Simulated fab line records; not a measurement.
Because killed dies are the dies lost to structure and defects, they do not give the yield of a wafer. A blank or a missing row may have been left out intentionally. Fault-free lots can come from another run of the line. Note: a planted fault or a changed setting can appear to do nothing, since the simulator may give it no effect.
Which tool was responsible? || flow sky130 || 24 lots, 72 wafers sampled, at 3 steps of a route of 708

## WHAT THE GAUGES SHOWED, per wafer
SKY_METAL2_OVL_MEAS_16.
{"lot": "L074", "measured": "day 34 19:24", "on": "overlay-01", "METAL2_OVL (nm)": "9 -4 1"}
{"lot": "L075", "measured": "day 35 06:16", "on": "overlay-02", "METAL2_OVL (nm)": "0 7 -2"}
{"lot": "L076", "measured": "day 35 12:20", "on": "overlay-02", "METAL2_OVL (nm)": "0 5 3"}
{"lot": "L077", "measured": "day 35 19:01", "on": "overlay-01", "METAL2_OVL (nm)": "-4 -1 -11"}
{"lot": "L078", "measured": "day 36 01:53", "on": "overlay-01", "METAL2_OVL (nm)": "-6 -8 -5"}
{"lot": "L079", "measured": "day 37 20:28", "on": "overlay-01", "METAL2_OVL (nm)": "4 -1 6"}
{"lot": "L080", "measured": "day 37 21:32", "on": "overlay-01", "METAL2_OVL (nm)": "3 3 -1"}
{"lot": "L081", "measured": "day 37 22:08", "on": "overlay-01", "METAL2_OVL (nm)": "1 8 -5"}
{"lot": "L082", "measured": "day 38 00:25", "on": "overlay-02", "METAL2_OVL (nm)": "4 -2 0"}
{"lot": "L084", "measured": "day 38 02:35", "on": "overlay-01", "METAL2_OVL (nm)": "-1 6 2"}
{"lot": "L083", "measured": "day 38 08:17", "on": "overlay-01", "METAL2_OVL (nm)": "-8 -1 -8"}
{"lot": "L086", "measured": "day 38 20:22", "on": "overlay-01", "METAL2_OVL (nm)": "-6 -12 0"}
{"lot": "L085", "measured": "day 39 03:06", "on": "overlay-01", "METAL2_OVL (nm)": "3 0 0"}
{"lot": "L087", "measured": "day 39 03:57", "on": "overlay-02", "METAL2_OVL (nm)": "-1 2 -11"}
{"lot": "L088", "measured": "day 39 20:53", "on": "overlay-02", "METAL2_OVL (nm)": "-3 0 -4"}
{"lot": "L089", "measured": "day 40 17:02", "on": "overlay-01", "METAL2_OVL (nm)": "-4 4 -2"}
{"lot": "L092", "measured": "day 41 04:41", "on": "overlay-02", "METAL2_OVL (nm)": "3 11 -3"}
{"lot": "L091", "measured": "day 41 05:41", "on": "overlay-02", "METAL2_OVL (nm)": "0 4 2"}
{"lot": "L090", "measured": "day 41 05:58", "on": "overlay-02", "METAL2_OVL (nm)": "-2 -2 -8"}
{"lot": "L093", "measured": "day 41 15:39", "on": "overlay-02", "METAL2_OVL (nm)": "-3 7 -7"}
{"lot": "L094", "measured": "day 41 20:25", "on": "overlay-01", "METAL2_OVL (nm)": "3 4 3"}
{"lot": "L095", "measured": "day 42 04:47", "on": "overlay-02", "METAL2_OVL (nm)": "-2 -6 -2"}
{"lot": "L096", "measured": "day 42 05:08", "on": "overlay-02", "METAL2_OVL (nm)": "-3 -1 0"}
{"lot": "L097", "measured": "day 42 23:43", "on": "overlay-01", "METAL2_OVL (nm)": "-3 3 5"}

## WHICH TOOL RAN EACH LOT (tool, then ch and the chambers of the sampled wafers, then the start)
{"lot": "L074", "SKY_CONTACT_ETCH_16": "rie diel-01 ch 0,1,2, day 31 06:35", "SKY_VIA1_ETCH_14": "rie diel-02 ch 0,2,3, day 33 14:45"}
{"lot": "L075", "SKY_CONTACT_ETCH_16": "rie diel-04 ch 0,2,3, day 31 18:20", "SKY_VIA1_ETCH_14": "rie diel-01 ch 0,1,2, day 34 02:40"}
{"lot": "L076", "SKY_CONTACT_ETCH_16": "rie diel-01 ch 0,1, day 32 00:34", "SKY_VIA1_ETCH_14": "rie diel-02 ch 0,3, day 34 08:42"}
{"lot": "L077", "SKY_CONTACT_ETCH_16": "rie diel-04 ch 2,3, day 32 05:22", "SKY_VIA1_ETCH_14": "rie diel-03 ch 0,1,3, day 34 15:11"}
{"lot": "L078", "SKY_CONTACT_ETCH_16": "rie diel-04 ch 1,2,3, day 32 12:49", "SKY_VIA1_ETCH_14": "rie diel-03 ch 0,1,2, day 34 21:30"}
{"lot": "L079", "SKY_CONTACT_ETCH_16": "rie diel-04 ch 0,1,3, day 34 08:52", "SKY_VIA1_ETCH_14": "rie diel-03 ch 1,2, day 36 17:19"}
{"lot": "L080", "SKY_CONTACT_ETCH_16": "rie diel-02 ch 0,1,2, day 34 10:47", "SKY_VIA1_ETCH_14": "rie diel-01 ch 0,1,3, day 36 17:59"}
{"lot": "L081", "SKY_CONTACT_ETCH_16": "rie diel-04 ch 1,2,3, day 34 11:40", "SKY_VIA1_ETCH_14": "rie diel-03 ch 0,1,2, day 36 19:05"}
{"lot": "L082", "SKY_CONTACT_ETCH_16": "rie diel-01 ch 1,2,3, day 34 14:07", "SKY_VIA1_ETCH_14": "rie diel-01 ch 1,2, day 36 21:28"}
{"lot": "L084", "SKY_CONTACT_ETCH_16": "rie diel-01 ch 2,3, day 34 17:35", "SKY_VIA1_ETCH_14": "rie diel-03 ch 1,3, day 36 23:38"}
{"lot": "L083", "SKY_CONTACT_ETCH_16": "rie diel-04 ch 0,2, day 34 21:13", "SKY_VIA1_ETCH_14": "rie diel-03 ch 0,3, day 37 04:50"}
{"lot": "L086", "SKY_CONTACT_ETCH_16": "rie diel-01 ch 2,3, day 35 09:43", "SKY_VIA1_ETCH_14": "rie diel-03 ch 0,1,2, day 37 16:47"}
{"lot": "L085", "SKY_CONTACT_ETCH_16": "rie diel-02 ch 0,2,3, day 35 17:02", "SKY_VIA1_ETCH_14": "rie diel-03 ch 0,1, day 37 23:24"}
{"lot": "L087", "SKY_CONTACT_ETCH_16": "rie diel-01 ch 1,2, day 35 18:52", "SKY_VIA1_ETCH_14": "rie diel-02 ch 0,2,3, day 38 01:27"}
{"lot": "L088", "SKY_CONTACT_ETCH_16": "rie diel-01 ch 1,3, day 36 11:37", "SKY_VIA1_ETCH_14": "rie diel-02 ch 1,2,3, day 38 17:54"}
{"lot": "L089", "SKY_CONTACT_ETCH_16": "rie diel-01 ch 0,1,3, day 37 10:04", "SKY_VIA1_ETCH_14": "rie diel-03 ch 1,2, day 39 15:46"}
{"lot": "L092", "SKY_CONTACT_ETCH_16": "rie diel-04 ch 0,1,2, day 37 21:56", "SKY_VIA1_ETCH_14": "rie diel-02 ch 0,1,3, day 40 03:12"}
{"lot": "L091", "SKY_CONTACT_ETCH_16": "rie diel-02 ch 1,2,3, day 37 23:04", "SKY_VIA1_ETCH_14": "rie diel-01 ch 0,2,3, day 40 03:51"}
{"lot": "L090", "SKY_CONTACT_ETCH_16": "rie diel-04 ch 2,3, day 37 23:17", "SKY_VIA1_ETCH_14": "rie diel-03 ch 0,1, day 40 04:12"}
{"lot": "L093", "SKY_CONTACT_ETCH_16": "rie diel-04 ch 1,2,3, day 38 10:13", "SKY_VIA1_ETCH_14": "rie diel-03 ch 0,1,3, day 40 15:29"}
{"lot": "L094", "SKY_CONTACT_ETCH_16": "rie diel-01 ch 0,1, day 38 15:10", "SKY_VIA1_ETCH_14": "rie diel-01 ch 0,1,2, day 40 18:49"}
{"lot": "L095", "SKY_CONTACT_ETCH_16": "rie diel-01 ch 0,1,2, day 38 23:22", "SKY_VIA1_ETCH_14": "rie diel-01 ch 0,3, day 41 03:40"}
{"lot": "L096", "SKY_CONTACT_ETCH_16": "rie diel-02 ch 0,1,3, day 38 23:47", "SKY_VIA1_ETCH_14": "rie diel-03 ch 0,2, day 41 04:01"}
{"lot": "L097", "SKY_CONTACT_ETCH_16": "rie diel-01 ch 0,2,3, day 39 19:32", "SKY_VIA1_ETCH_14": "rie diel-03 ch 1,2,3, day 41 23:22"}
- SKY_CONTACT_ETCH_16: etches BARC in N2/H2, stops on SiO2, time 45.9 s, target depth 60 nm.
- SKY_VIA1_ETCH_14: etches BARC in N2/H2, stops on SiO2, time 45.08 s, target depth 60 nm.

## AS READ BY THE TOOLS THEMSELVES (means over the sampled wafers that have a number; for cases with no such wafer, the mark the record gives instead)
SKY_CONTACT_ETCH_16.
{"lot": "L074", "tool": "rie diel-01", "drypump motor current A (A)": 5.6, "oes product au (a.u.)": 0.852, "throttle valve pct (%)": 13.226}
{"lot": "L075", "tool": "rie diel-04", "drypump motor current A (A)": 5.2, "oes product au (a.u.)": 0.854, "throttle valve pct (%)": 13.227}
{"lot": "L076", "tool": "rie diel-01", "drypump motor current A (A)": 5.4, "oes product au (a.u.)": 0.857, "throttle valve pct (%)": 13.224}
{"lot": "L077", "tool": "rie diel-04", "drypump motor current A (A)": 5.6, "oes product au (a.u.)": 0.857, "throttle valve pct (%)": 13.223}
{"lot": "L078", "tool": "rie diel-04", "drypump motor current A (A)": 5.4, "oes product au (a.u.)": 0.857, "throttle valve pct (%)": 13.234}
{"lot": "L079", "tool": "rie diel-04", "drypump motor current A (A)": 5.4, "oes product au (a.u.)": 0.849, "throttle valve pct (%)": 13.227}
{"lot": "L080", "tool": "rie diel-02", "drypump motor current A (A)": 5.5, "oes product au (a.u.)": 0.855, "throttle valve pct (%)": 13.229}
{"lot": "L081", "tool": "rie diel-04", "drypump motor current A (A)": 5.5, "oes product au (a.u.)": 0.855, "throttle valve pct (%)": 13.221}
{"lot": "L082", "tool": "rie diel-01", "drypump motor current A (A)": 5.5, "oes product au (a.u.)": 0.856, "throttle valve pct (%)": 13.223}
{"lot": "L084", "tool": "rie diel-01", "drypump motor current A (A)": 5.3, "oes product au (a.u.)": 0.853, "throttle valve pct (%)": 13.217}
{"lot": "L083", "tool": "rie diel-04", "drypump motor current A (A)": 4.9, "oes product au (a.u.)": 0.848, "throttle valve pct (%)": 13.231}
{"lot": "L086", "tool": "rie diel-01", "drypump motor current A (A)": 5.3, "oes product au (a.u.)": 0.854, "throttle valve pct (%)": 13.239}
{"lot": "L085", "tool": "rie diel-02", "drypump motor current A (A)": 5.4, "oes product au (a.u.)": 0.857, "throttle valve pct (%)": 13.224}
{"lot": "L087", "tool": "rie diel-01", "drypump motor current A (A)": 5.8, "oes product au (a.u.)": 0.852, "throttle valve pct (%)": 13.230}
{"lot": "L088", "tool": "rie diel-01", "drypump motor current A (A)": 5.2, "oes product au (a.u.)": 0.855, "throttle valve pct (%)": 13.223}
{"lot": "L089", "tool": "rie diel-01", "drypump motor current A (A)": 5.3, "oes product au (a.u.)": 0.851, "throttle valve pct (%)": 13.226}
{"lot": "L092", "tool": "rie diel-04", "drypump motor current A (A)": 5.1, "oes product au (a.u.)": 0.852, "throttle valve pct (%)": 13.231}
{"lot": "L091", "tool": "rie diel-02", "drypump motor current A (A)": 5.5, "oes product au (a.u.)": 0.854, "throttle valve pct (%)": 13.221}
{"lot": "L090", "tool": "rie diel-04", "drypump motor current A (A)": 5.6, "oes product au (a.u.)": 0.856, "throttle valve pct (%)": 13.218}
{"lot": "L093", "tool": "rie diel-04", "drypump motor current A (A)": 5.5, "oes product au (a.u.)": 0.858, "throttle valve pct (%)": 13.223}
{"lot": "L094", "tool": "rie diel-01", "drypump motor current A (A)": 5.4, "oes product au (a.u.)": 0.858, "throttle valve pct (%)": 13.225}
{"lot": "L095", "tool": "rie diel-01", "drypump motor current A (A)": 5.6, "oes product au (a.u.)": 0.854, "throttle valve pct (%)": 13.219}
{"lot": "L096", "tool": "rie diel-02", "drypump motor current A (A)": 5.5, "oes product au (a.u.)": 0.854, "throttle valve pct (%)": 13.223}
{"lot": "L097", "tool": "rie diel-01", "drypump motor current A (A)": 5.4, "oes product au (a.u.)": 0.861, "throttle valve pct (%)": 13.234}

SKY_VIA1_ETCH_14.
{"lot": "L074", "tool": "rie diel-02", "drypump motor current A (A)": 5.4, "oes product au (a.u.)": 0.865, "throttle valve pct (%)": 13.225}
{"lot": "L075", "tool": "rie diel-01", "drypump motor current A (A)": 5.6, "oes product au (a.u.)": 0.866, "throttle valve pct (%)": 13.226}
{"lot": "L076", "tool": "rie diel-02", "drypump motor current A (A)": 5.5, "oes product au (a.u.)": 0.860, "throttle valve pct (%)": 13.214}
{"lot": "L077", "tool": "rie diel-03", "drypump motor current A (A)": 5.5, "oes product au (a.u.)": 0.863, "throttle valve pct (%)": 13.227}
{"lot": "L078", "tool": "rie diel-03", "drypump motor current A (A)": 5.4, "oes product au (a.u.)": 0.861, "throttle valve pct (%)": 13.228}
{"lot": "L079", "tool": "rie diel-03", "drypump motor current A (A)": 4.9, "oes product au (a.u.)": 0.863, "throttle valve pct (%)": 13.222}
{"lot": "L080", "tool": "rie diel-01", "drypump motor current A (A)": 5.3, "oes product au (a.u.)": 0.863, "throttle valve pct (%)": 13.229}
{"lot": "L081", "tool": "rie diel-03", "drypump motor current A (A)": 5.4, "oes product au (a.u.)": 0.864, "throttle valve pct (%)": 13.223}
{"lot": "L082", "tool": "rie diel-01", "drypump motor current A (A)": 5.8, "oes product au (a.u.)": 0.862, "throttle valve pct (%)": 13.235}
{"lot": "L084", "tool": "rie diel-03", "drypump motor current A (A)": 5.0, "oes product au (a.u.)": 0.868, "throttle valve pct (%)": 13.229}
{"lot": "L083", "tool": "rie diel-03", "drypump motor current A (A)": 6.0, "oes product au (a.u.)": 0.864, "throttle valve pct (%)": 13.227}
{"lot": "L086", "tool": "rie diel-03", "drypump motor current A (A)": 5.4, "oes product au (a.u.)": 0.865, "throttle valve pct (%)": 13.216}
{"lot": "L085", "tool": "rie diel-03", "drypump motor current A (A)": 5.6, "oes product au (a.u.)": 0.864, "throttle valve pct (%)": 13.226}
{"lot": "L087", "tool": "rie diel-02", "drypump motor current A (A)": 5.4, "oes product au (a.u.)": 0.863, "throttle valve pct (%)": 13.234}
{"lot": "L088", "tool": "rie diel-02", "drypump motor current A (A)": 5.5, "oes product au (a.u.)": 0.861, "throttle valve pct (%)": 13.219}
{"lot": "L089", "tool": "rie diel-03", "drypump motor current A (A)": 4.9, "oes product au (a.u.)": 0.863, "throttle valve pct (%)": 13.215}
{"lot": "L092", "tool": "rie diel-02", "drypump motor current A (A)": 5.5, "oes product au (a.u.)": 0.866, "throttle valve pct (%)": 13.222}
{"lot": "L091", "tool": "rie diel-01", "drypump motor current A (A)": 5.4, "oes product au (a.u.)": 0.863, "throttle valve pct (%)": 13.219}
{"lot": "L090", "tool": "rie diel-03", "drypump motor current A (A)": 5.6, "oes product au (a.u.)": 0.865, "throttle valve pct (%)": 13.220}
{"lot": "L093", "tool": "rie diel-03", "drypump motor current A (A)": 5.5, "oes product au (a.u.)": 0.864, "throttle valve pct (%)": 13.222}
{"lot": "L094", "tool": "rie diel-01", "drypump motor current A (A)": 5.5, "oes product au (a.u.)": 0.859, "throttle valve pct (%)": 13.231}
{"lot": "L095", "tool": "rie diel-01", "drypump motor current A (A)": 5.1, "oes product au (a.u.)": 0.864, "throttle valve pct (%)": 13.233}
{"lot": "L096", "tool": "rie diel-03", "drypump motor current A (A)": 5.9, "oes product au (a.u.)": 0.863, "throttle valve pct (%)": 13.222}
{"lot": "L097", "tool": "rie diel-03", "drypump motor current A (A)": 5.3, "oes product au (a.u.)": 0.866, "throttle valve pct (%)": 13.237}

## THE ANSWER, worked out from the rows above alone
Rule: what is usual is taken from the lots themselves. Put in order of their means at a reading, lots are off if they are a third of the lots or fewer, leave a main group of 4 or more, and stand apart from it by a gap of 3 or more times the standard deviation of the main group's means; of several such gaps the widest counts. The tables above print the reading to a certain number of digits; a main group whose means all agree to those digits is not used. A lot without any number at a reading at which 4 lots or more have one is off too. All remaining lots with rows at the step are treated as sound. After the gauges, taken in route order, come the tools' own readings; for these a lot's mean is taken, as printed above. At the first step where some lot is off, the reading lying furthest off is the one used; lots without a number count as furthest.
No lot is off on any of the readings shown, so nothing can be concluded from this.

## WHAT THE SIMULATOR HAD INSERTED
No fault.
